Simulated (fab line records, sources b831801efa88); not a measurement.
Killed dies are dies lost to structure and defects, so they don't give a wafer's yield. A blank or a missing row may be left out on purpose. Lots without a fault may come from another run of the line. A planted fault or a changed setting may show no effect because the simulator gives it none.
Which tool did it? | flow sky130 | 12 lots, 36 wafers sampled, at 5 steps of a route of 708

WHAT THE GAUGES READ, wafer by wafer
SKY_NWELL_RS_MEAS_31: measures by four-point-probe. Usual: PWDE_RS 5274 ohm/sq, standard deviation 16.
lot  | measured     | on            | PWDE_RS (ohm/sq) | flag
L382 | day 5 10:34  | film_metro-04 | 5259 5278 5268   |
L383 | day 5 17:33  | film_metro-03 | 5286 5270 5283   |
L384 | day 5 21:26  | film_metro-03 | 5256 5270 5260   |
L392 | day 7 20:40  | film_metro-04 | 5279 5258 5263   |
L393 | day 8 04:40  | film_metro-03 | 5248 5266 5273   |
L394 | day 8 09:07  | film_metro-04 | 5279 5260 5302   |
L395 | day 8 19:44  | film_metro-03 | 5240 5257 5248   |
L399 | day 9 11:41  | film_metro-04 | 5259 5262 5255   |
L401 | day 9 22:04  | film_metro-03 | 5257 5272 5280   |
L402 | day 10 04:33 | film_metro-03 | 5295 5302 5274   |
L404 | day 10 22:20 | film_metro-04 | 5271 5282 5272   |
L405 | day 11 01:59 | film_metro-02 | 5291 5277 5269   |

WHICH TOOL RAN EACH LOT (tool, then ch and the chambers of the sampled wafers, then the start)
lot  | SKY_FIELD_ISO_STRIP_16              | SKY_PWDE_COAT_02                 | SKY_PWDE_STRIP_09                   | SKY_NWELL_RTA_28
L382 | plasma_asher-02 ch 1, day 2 05:45   | litho_track-01 ch 0, day 3 14:53 | plasma_asher-02 ch 0,1, day 3 23:20 | rtp_anneal-02 ch 0, day 5 10:13
L383 | plasma_asher-04 ch 0,1, day 2 12:39 | litho_track-04 ch 0, day 3 21:04 | plasma_asher-03 ch 0,1, day 4 05:15 | rtp_anneal-01 ch 0, day 5 17:13
L384 | plasma_asher-03 ch 0,1, day 2 16:29 | litho_track-03 ch 0, day 4 01:11 | plasma_asher-01 ch 0,1, day 4 10:12 | rtp_anneal-02 ch 0, day 5 21:05
L392 | plasma_asher-03 ch 0,1, day 4 11:29 | litho_track-03 ch 0, day 5 19:20 | plasma_asher-03 ch 0,1, day 6 04:56 | rtp_anneal-01 ch 0, day 7 20:20
L393 | plasma_asher-04 ch 0,1, day 4 16:53 | litho_track-03 ch 0, day 6 01:56 | plasma_asher-02 ch 0,1, day 6 12:18 | rtp_anneal-02 ch 0, day 8 04:14
L394 | plasma_asher-02 ch 1, day 4 21:51   | litho_track-04 ch 0, day 6 06:50 | plasma_asher-01 ch 0,1, day 6 16:11 | rtp_anneal-02 ch 0, day 8 08:41
L395 | plasma_asher-02 ch 0,1, day 5 04:05 | litho_track-01 ch 0, day 6 16:20 | plasma_asher-01 ch 0,1, day 7 01:54 | rtp_anneal-02 ch 0, day 8 19:23
L399 | plasma_asher-04 ch 0,1, day 5 20:12 | litho_track-04 ch 0, day 7 08:08 | plasma_asher-03 ch 0, day 7 18:30   | rtp_anneal-02 ch 0, day 9 11:21
L401 | plasma_asher-02 ch 0,1, day 6 07:29 | litho_track-04 ch 0, day 7 17:47 | plasma_asher-03 ch 0,1, day 8 04:21 | rtp_anneal-02 ch 0, day 9 21:44
L402 | plasma_asher-03 ch 0,1, day 6 13:29 | litho_track-01 ch 0, day 7 23:55 | plasma_asher-03 ch 0,1, day 8 10:30 | rtp_anneal-02 ch 0, day 10 04:13
L404 | plasma_asher-02 ch 0,1, day 6 23:50 | litho_track-01 ch 0, day 8 14:56 | plasma_asher-02 ch 0,1, day 9 01:42 | rtp_anneal-01 ch 0, day 10 21:59
L405 | plasma_asher-04 ch 0,1, day 7 04:24 | litho_track-04 ch 0, day 8 19:08 | plasma_asher-01 ch 0,1, day 9 05:06 | rtp_anneal-02 ch 0, day 11 01:39
- SKY_FIELD_ISO_STRIP_16: strips in O2/N2.
- SKY_PWDE_COAT_02: resist thk 3000 nm.
- SKY_PWDE_STRIP_09: strips in O2/N2.
- SKY_NWELL_RTA_28: time 30 s.

WHAT THE TOOLS THEMSELVES READ (means of the sampled wafers that have a number; where no wafer has one, the mark that the record gives instead)
SKY_FIELD_ISO_STRIP_16. Usual: drypump_motor_current_A 5.8 A, standard deviation 0.52; oes_product_au 0.378 a.u., standard deviation 0.0046; strip_time_to_endpoint_s 3.545 s, standard deviation 0.028.
lot  | tool            | drypump_motor_current_A (A) | oes_product_au (a.u.) | strip_time_to_endpoint_s (s) | flag
L382 | plasma_asher-02 | 6.4                         | 0.381                 | 3.543                        |
L383 | plasma_asher-04 | 5.8                         | 0.379                 | 3.548                        |
L384 | plasma_asher-03 | 5.6                         | 0.374                 | 3.524                        |
L392 | plasma_asher-03 | 5.9                         | 0.379                 | 3.543                        |
L393 | plasma_asher-04 | 5.8                         | 0.376                 | 3.564                        |
L394 | plasma_asher-02 | 6.4                         | 0.380                 | 3.578                        |
L395 | plasma_asher-02 | 6.0                         | 0.372                 | 3.503                        |
L399 | plasma_asher-04 | 5.8                         | 0.383                 | 3.565                        |
L401 | plasma_asher-02 | 6.0                         | 0.376                 | 3.534                        |
L402 | plasma_asher-03 | 5.9                         | 0.376                 | 3.525                        |
L404 | plasma_asher-02 | 6.0                         | 0.381                 | 3.557                        |
L405 | plasma_asher-04 | 5.8                         | 0.376                 | 3.504                        |

SKY_PWDE_STRIP_09. Usual: drypump_motor_current_A 5.7 A, standard deviation 0.57; oes_product_au 0.723 a.u., standard deviation 0.005; strip_time_to_endpoint_s 36.90 s, standard deviation 0.1.
lot  | tool            | drypump_motor_current_A (A) | oes_product_au (a.u.) | strip_time_to_endpoint_s (s) | flag
L382 | plasma_asher-02 | 6.0                         | 0.726                 | 36.78                        |
L383 | plasma_asher-03 | 5.6                         | 0.726                 | 36.94                        |
L384 | plasma_asher-01 | 5.5                         | 0.723                 | 36.89                        |
L392 | plasma_asher-03 | 5.6                         | 0.721                 | 34.47                        | OFF
L393 | plasma_asher-02 | 6.0                         | 0.722                 | 34.35                        | OFF
L394 | plasma_asher-01 | 5.8                         | 0.720                 | 36.88                        |
L395 | plasma_asher-01 | 5.8                         | 0.726                 | 36.85                        |
L399 | plasma_asher-03 | 5.2                         | 0.727                 | 36.84                        |
L401 | plasma_asher-03 | 5.6                         | 0.722                 | 37.09                        |
L402 | plasma_asher-03 | 5.9                         | 0.727                 | 36.92                        |
L404 | plasma_asher-02 | 5.5                         | 0.722                 | 36.99                        |
L405 | plasma_asher-01 | 5.8                         | 0.721                 | 37.05                        |

SKY_NWELL_RTA_28. Usual: lamp_power_pct 25.30 %, standard deviation 0.055; wafer_temp_C_max 1054.9, standard deviation 0.97.
lot  | tool          | lamp_power_pct (%) | wafer_temp_C_max | flag
L382 | rtp_anneal-02 | 25.36              | 1054.3           |
L383 | rtp_anneal-01 | 25.34              | 1053.7           |
L384 | rtp_anneal-02 | 25.29              | 1054.8           |
L392 | rtp_anneal-01 | 25.33              | 1054.4           |
L393 | rtp_anneal-02 | 25.36              | 1056.0           |
L394 | rtp_anneal-02 | 25.24              | 1054.5           |
L395 | rtp_anneal-02 | 25.27              | 1054.7           |
L399 | rtp_anneal-02 | 25.32              | 1055.2           |
L401 | rtp_anneal-02 | 25.28              | 1054.3           |
L402 | rtp_anneal-02 | 25.33              | 1055.5           |
L404 | rtp_anneal-01 | 25.30              | 1055.1           |
L405 | rtp_anneal-02 | 25.29              | 1055.0           |

THE ANSWER, worked out from the rows above alone
Rule: a lot is off if the mean of its wafers that have a number lies more than 3 standard deviations from the usual mean. A lot without any number at a reading at which 4 lots or more have one is off too. The other lots that the step has rows for count as sound. The gauges are gone through in route order, then the tools' own readings, and for those a lot's mean is taken as printed above. The first step at which some lot is off is used, and at that step the reading that is off furthest; a lot without a number counts as furthest.
Off: L392, L393, at SKY_PWDE_STRIP_09 (strip_time_to_endpoint_s).
A tool fits if, at that step or a process step before it, it ran every lot that is off, and no sound lot after the first of them. One fits: litho_track-03 at SKY_PWDE_COAT_02. Its last sound lot is L384 (day 4 01:11), its first lot that is off L392 (day 5 19:20): a fault that began between those two fits.

WHAT THE SIMULATOR HAD PUT IN
Process parameter drift: litho_track-03, from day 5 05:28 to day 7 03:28, at SKY_PWDE_COAT_02. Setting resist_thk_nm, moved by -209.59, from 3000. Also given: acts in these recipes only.
Lots struck among those shown: L392, L393. The rule above found the same.
